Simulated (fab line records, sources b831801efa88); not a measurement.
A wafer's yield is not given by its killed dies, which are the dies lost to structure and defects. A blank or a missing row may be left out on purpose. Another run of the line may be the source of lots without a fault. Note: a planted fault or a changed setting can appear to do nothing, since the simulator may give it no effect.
Chamber matching -- flow gf180mcu -- GF_CONTACT_CVD_02 on pecvd-02 has 3 sister chambers
The step deposits SiO2 from TEOS, target thk 860 nm, time 95.992 s. 6 wafers are shown with their chamber, then 7 later ones without.

== WAFERS WITH THEIR CHAMBER ==
wafer,chamber,heaterPowerW (W)
L391.4,1,681
L395.6,1,724
L399.4,0,777
L399.5,2,663
L401.1,2,621
L401.3,0,739

== WAFERS WHOSE CHAMBER IS MISSING ==
wafer,heaterPowerW (W)
L401.6,651
L403.4,763
L403.5,545
L403.6,830
L404.1,574
L404.3,748
L404.4,688

== EACH ONE'S CHAMBER ==
wafer,from the rows above,in truth
L401.6,can't be placed: 2 or 1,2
L403.4,can't be placed: 0 or 1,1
L403.5,2,2
L403.6,can't be placed: 0 or 1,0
L404.1,2,2
L404.3,can't be placed: 0 or 1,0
L404.4,can't be placed: 1 or 2 or 0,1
Placed correctly: 2 of 7. From these rows, 5 cannot be placed; in 5 the true chamber is one of the candidates. Wrongly placed: 0.
How it was worked out, from the rows above alone: a wafer's distance from a chamber is the root of the sum, over the readings, of the square of ((its reading less the chamber's mean) divided by the reading's scatter). The wafer belongs to the nearest chamber; if the next one is less than 2 further off, it can't be placed. Each chamber's mean is taken over the wafers shown for it. The scatter: take each reading less its chamber's mean, square it, sum over the shown wafers, divide by the number of wafers less the number of chambers, and take the root.
